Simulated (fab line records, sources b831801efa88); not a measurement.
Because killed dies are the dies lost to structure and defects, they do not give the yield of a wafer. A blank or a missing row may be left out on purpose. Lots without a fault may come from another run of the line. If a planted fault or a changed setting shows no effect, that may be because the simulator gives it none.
A sampling plan put to the test :: flow sky130 :: each of the 25 faults these records tell of, on one fab line, judged from the records of the lots it struck
What counts as the plan is the set of the line's own looks, namely the steps on the route at which a gauge or an inspection reads a wafer and does not change it. A look can be judged if struck wafers have a number there and the file gives its usual mean and standard deviation on fault-free wafers. Caught: 4 or more of those standard deviations (sigma) separate the usual mean from the mean of the struck wafers at a look after the fault's first step. On the tool: here the same test is run on the tool's own readings at the fault's steps. Also counted as caught: the struck wafers showing another recipe, or a record that is empty for them alone.

== THE FAULTS, as the simulator had put them in ==
1. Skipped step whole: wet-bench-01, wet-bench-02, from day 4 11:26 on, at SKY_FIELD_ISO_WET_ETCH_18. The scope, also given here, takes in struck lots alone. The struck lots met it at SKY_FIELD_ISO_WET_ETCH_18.
2. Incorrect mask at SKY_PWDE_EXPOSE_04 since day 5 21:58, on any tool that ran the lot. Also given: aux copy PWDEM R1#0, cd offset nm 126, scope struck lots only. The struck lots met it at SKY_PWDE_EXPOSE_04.
3. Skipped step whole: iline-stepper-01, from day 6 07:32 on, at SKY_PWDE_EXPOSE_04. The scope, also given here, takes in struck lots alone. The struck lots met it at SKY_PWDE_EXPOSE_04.
4. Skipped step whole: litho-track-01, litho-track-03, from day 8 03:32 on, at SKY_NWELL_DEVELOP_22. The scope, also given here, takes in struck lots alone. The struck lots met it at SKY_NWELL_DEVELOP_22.
5. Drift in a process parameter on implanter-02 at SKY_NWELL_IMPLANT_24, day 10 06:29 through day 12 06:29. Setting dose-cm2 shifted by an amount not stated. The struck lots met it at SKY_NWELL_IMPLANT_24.
6. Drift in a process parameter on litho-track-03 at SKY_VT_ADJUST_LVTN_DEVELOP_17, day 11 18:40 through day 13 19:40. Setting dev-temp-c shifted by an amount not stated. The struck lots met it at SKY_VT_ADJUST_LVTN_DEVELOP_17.
7. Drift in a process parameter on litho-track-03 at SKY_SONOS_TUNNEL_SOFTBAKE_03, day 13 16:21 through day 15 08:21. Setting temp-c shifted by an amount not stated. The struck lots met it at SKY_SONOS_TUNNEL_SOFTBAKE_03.
8. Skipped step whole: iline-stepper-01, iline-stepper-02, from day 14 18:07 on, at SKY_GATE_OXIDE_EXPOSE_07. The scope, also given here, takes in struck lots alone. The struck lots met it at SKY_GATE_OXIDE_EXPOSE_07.
9. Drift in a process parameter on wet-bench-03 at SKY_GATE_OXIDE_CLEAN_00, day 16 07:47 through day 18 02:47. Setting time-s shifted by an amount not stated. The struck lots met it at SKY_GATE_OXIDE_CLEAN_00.
10. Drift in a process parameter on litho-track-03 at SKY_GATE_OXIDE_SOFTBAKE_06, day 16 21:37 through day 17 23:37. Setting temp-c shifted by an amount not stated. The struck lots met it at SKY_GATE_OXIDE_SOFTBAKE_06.
11. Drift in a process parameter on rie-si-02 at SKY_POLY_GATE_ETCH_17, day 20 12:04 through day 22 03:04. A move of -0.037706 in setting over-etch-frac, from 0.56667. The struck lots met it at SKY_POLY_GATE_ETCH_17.
12. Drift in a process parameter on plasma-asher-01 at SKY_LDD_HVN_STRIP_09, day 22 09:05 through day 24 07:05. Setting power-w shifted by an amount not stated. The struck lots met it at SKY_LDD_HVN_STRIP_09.
13. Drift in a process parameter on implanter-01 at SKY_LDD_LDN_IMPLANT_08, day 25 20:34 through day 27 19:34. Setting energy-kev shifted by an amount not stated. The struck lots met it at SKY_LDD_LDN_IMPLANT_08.
14. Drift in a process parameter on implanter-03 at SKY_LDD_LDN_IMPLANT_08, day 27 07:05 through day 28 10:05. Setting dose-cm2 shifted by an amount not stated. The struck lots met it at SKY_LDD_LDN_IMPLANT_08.
15. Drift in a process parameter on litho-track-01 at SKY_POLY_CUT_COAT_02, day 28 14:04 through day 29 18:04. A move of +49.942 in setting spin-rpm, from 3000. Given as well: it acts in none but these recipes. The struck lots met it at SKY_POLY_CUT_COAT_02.
16. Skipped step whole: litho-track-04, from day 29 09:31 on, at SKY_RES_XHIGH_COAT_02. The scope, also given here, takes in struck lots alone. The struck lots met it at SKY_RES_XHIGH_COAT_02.
17. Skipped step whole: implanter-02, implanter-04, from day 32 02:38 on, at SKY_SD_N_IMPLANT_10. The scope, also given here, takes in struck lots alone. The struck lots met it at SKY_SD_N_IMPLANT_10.
18. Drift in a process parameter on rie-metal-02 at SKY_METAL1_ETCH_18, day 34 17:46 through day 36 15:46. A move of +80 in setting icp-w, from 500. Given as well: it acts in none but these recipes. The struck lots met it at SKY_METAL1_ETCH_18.
19. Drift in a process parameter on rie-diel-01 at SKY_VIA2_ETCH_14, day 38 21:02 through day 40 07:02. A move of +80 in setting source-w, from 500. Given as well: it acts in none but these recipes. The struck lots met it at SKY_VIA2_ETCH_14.
20. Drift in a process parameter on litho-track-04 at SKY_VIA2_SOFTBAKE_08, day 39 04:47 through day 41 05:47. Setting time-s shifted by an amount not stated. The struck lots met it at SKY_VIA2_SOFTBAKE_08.
21. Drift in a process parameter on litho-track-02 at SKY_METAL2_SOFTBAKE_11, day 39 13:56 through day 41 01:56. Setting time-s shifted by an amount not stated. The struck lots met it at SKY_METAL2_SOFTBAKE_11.
22. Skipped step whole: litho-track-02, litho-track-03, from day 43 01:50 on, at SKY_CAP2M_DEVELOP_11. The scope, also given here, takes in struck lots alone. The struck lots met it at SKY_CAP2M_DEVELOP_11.
23. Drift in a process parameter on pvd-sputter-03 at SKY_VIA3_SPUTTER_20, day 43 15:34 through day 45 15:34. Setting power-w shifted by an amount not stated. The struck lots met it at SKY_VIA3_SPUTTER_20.
24. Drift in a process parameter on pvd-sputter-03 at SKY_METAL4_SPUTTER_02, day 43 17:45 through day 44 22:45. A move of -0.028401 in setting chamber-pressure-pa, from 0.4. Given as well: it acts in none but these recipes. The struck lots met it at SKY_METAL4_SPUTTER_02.
25. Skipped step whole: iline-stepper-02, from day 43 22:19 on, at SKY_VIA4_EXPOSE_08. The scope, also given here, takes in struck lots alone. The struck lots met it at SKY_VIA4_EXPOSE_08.

== WHAT THE PLAN SAW ==
fault: 1
on the tool itself: the tool's record is blank for the struck wafers
first look that catches it: no look after it can be judged
reading, sigma: -
median hours from its first step to that look: -
hours from the fault's start to the first struck lot there: -
judged looks passed uncaught: 0

fault: 2
on the tool itself: no reading that can be judged
first look that catches it: not the one look that can be judged after it
reading, sigma: -
median hours from its first step to that look: -
hours from the fault's start to the first struck lot there: -
judged looks passed uncaught: 1

fault: 3
on the tool itself: no reading that can be judged
first look that catches it: not the one look that can be judged after it
reading, sigma: -
median hours from its first step to that look: -
hours from the fault's start to the first struck lot there: -
judged looks passed uncaught: 1

fault: 4
on the tool itself: the tool's record is blank for the struck wafers
first look that catches it: not the one look that can be judged after it
reading, sigma: -
median hours from its first step to that look: -
hours from the fault's start to the first struck lot there: -
judged looks passed uncaught: 1

fault: 5
on the tool itself: dose-ions-cm2 +99 or beyond sigma
first look that catches it: not the one look that can be judged after it
reading, sigma: -
median hours from its first step to that look: -
hours from the fault's start to the first struck lot there: -
judged looks passed uncaught: 1

fault: 6
on the tool itself: developer-temp-C +25 sigma
first look that catches it: none of the 2 looks that can be judged after it
reading, sigma: -
median hours from its first step to that look: -
hours from the fault's start to the first struck lot there: -
judged looks passed uncaught: 2

fault: 7
on the tool itself: heater-power-total-W +14 sigma
first look that catches it: not the one look that can be judged after it
reading, sigma: -
median hours from its first step to that look: -
hours from the fault's start to the first struck lot there: -
judged looks passed uncaught: 1

fault: 8
on the tool itself: no reading that can be judged
first look that catches it: no look after it can be judged
reading, sigma: -
median hours from its first step to that look: -
hours from the fault's start to the first struck lot there: -
judged looks passed uncaught: 0

fault: 9
on the tool itself: run-length-s -20 sigma
first look that catches it: not the one look that can be judged after it
reading, sigma: -
median hours from its first step to that look: -
hours from the fault's start to the first struck lot there: -
judged looks passed uncaught: 1

fault: 10
on the tool itself: heater-power-total-W +52 sigma
first look that catches it: none of the 3 looks that can be judged after it
reading, sigma: -
median hours from its first step to that look: -
hours from the fault's start to the first struck lot there: -
judged looks passed uncaught: 3

fault: 11
on the tool itself: under 2 sigma
first look that catches it: not the one look that can be judged after it
reading, sigma: -
median hours from its first step to that look: -
hours from the fault's start to the first struck lot there: -
judged looks passed uncaught: 1

fault: 12
on the tool itself: strip-time-to-endpoint-s -29 sigma
first look that catches it: not the one look that can be judged after it
reading, sigma: -
median hours from its first step to that look: -
hours from the fault's start to the first struck lot there: -
judged looks passed uncaught: 1

fault: 13
on the tool itself: beam-energy-keV -99 or beyond sigma
first look that catches it: not the one look that can be judged after it
reading, sigma: -
median hours from its first step to that look: -
hours from the fault's start to the first struck lot there: -
judged looks passed uncaught: 1

fault: 14
on the tool itself: dose-ions-cm2 -99 or beyond sigma
first look that catches it: not the one look that can be judged after it
reading, sigma: -
median hours from its first step to that look: -
hours from the fault's start to the first struck lot there: -
judged looks passed uncaught: 1

fault: 15
on the tool itself: spin-speed-rpm +22 sigma
first look that catches it: not the one look that can be judged after it
reading, sigma: -
median hours from its first step to that look: -
hours from the fault's start to the first struck lot there: -
judged looks passed uncaught: 1

fault: 16
on the tool itself: the tool's record is blank for the struck wafers
first look that catches it: not the one look that can be judged after it
reading, sigma: -
median hours from its first step to that look: -
hours from the fault's start to the first struck lot there: -
judged looks passed uncaught: 1

fault: 17
on the tool itself: the tool's record is blank for the struck wafers
first look that catches it: SKY_SD_N_RS_MEAS_16
reading, sigma: SD_N_RS +19
median hours from its first step to that look: 0.5
hours from the fault's start to the first struck lot there: 2
judged looks passed uncaught: 1

fault: 18
on the tool itself: rf-fwd-power-W +50 sigma
first look that catches it: none of the 2 looks that can be judged after it
reading, sigma: -
median hours from its first step to that look: -
hours from the fault's start to the first struck lot there: -
judged looks passed uncaught: 2

fault: 19
on the tool itself: rf-fwd-power-W +30 sigma
first look that catches it: not the one look that can be judged after it
reading, sigma: -
median hours from its first step to that look: -
hours from the fault's start to the first struck lot there: -
judged looks passed uncaught: 1

fault: 20
on the tool itself: run-length-s -99 or beyond sigma
first look that catches it: no look after it can be judged
reading, sigma: -
median hours from its first step to that look: -
hours from the fault's start to the first struck lot there: -
judged looks passed uncaught: 0

fault: 21
on the tool itself: run-length-s -49 sigma
first look that catches it: no look after it can be judged
reading, sigma: -
median hours from its first step to that look: -
hours from the fault's start to the first struck lot there: -
judged looks passed uncaught: 0

fault: 22
on the tool itself: the tool's record is blank for the struck wafers
first look that catches it: no look after it can be judged
reading, sigma: -
median hours from its first step to that look: -
hours from the fault's start to the first struck lot there: -
judged looks passed uncaught: 0

fault: 23
on the tool itself: cathode-dc-power-W +99 or beyond sigma
first look that catches it: none of the 2 looks that can be judged after it
reading, sigma: -
median hours from its first step to that look: -
hours from the fault's start to the first struck lot there: -
judged looks passed uncaught: 2

fault: 24
on the tool itself: chamber-pressure-pa -32 sigma
first look that catches it: no look after it can be judged
reading, sigma: -
median hours from its first step to that look: -
hours from the fault's start to the first struck lot there: -
judged looks passed uncaught: 0

fault: 25
on the tool itself: no reading that can be judged
first look that catches it: no look after it can be judged
reading, sigma: -
median hours from its first step to that look: -
hours from the fault's start to the first struck lot there: -
judged looks passed uncaught: 0
A dash: the fault is not caught, or the number is missing from these records.

Caught at a look: 1 of 25. Caught on the tool: 20 of 25. By one or the other: 20 of 25.
Faults caught by the tool alone: 1, 4, 5, 6, 7, 9, 10, 12, 13, 14, 15, 16, 18, 19, 20, 21, 22, 23, 24.
Caught by neither: faults 2, 3, 8, 11, 25.

== THINNER SAMPLING ==
Were the look that catches a fault to measure just every second or every third lot (counted by lot number), the first struck lot would, at worst, be measured this late:
fault: 17
struck lots at that look, in order of time: L381, L382
every lot: 2 h
every second lot: 21 h
every third lot: may miss all 2
Hours count from the start of the fault until the first struck lot that is measured. 4 sigma limit: tested on the pooled struck wafers, so a lone lot may be under it. Other struck lots may not be in these records.

== THE LONGEST TIMED WAY FROM STEP TO LOOK ==
For fault 17, SKY_SD_N_IMPLANT_10 and SKY_SD_N_RS_MEAS_16 are separated by a median of 0.5 hours. The look between them that can be judged stayed within 4 sigma: SKY_SD_N_TW_MEAS_12.
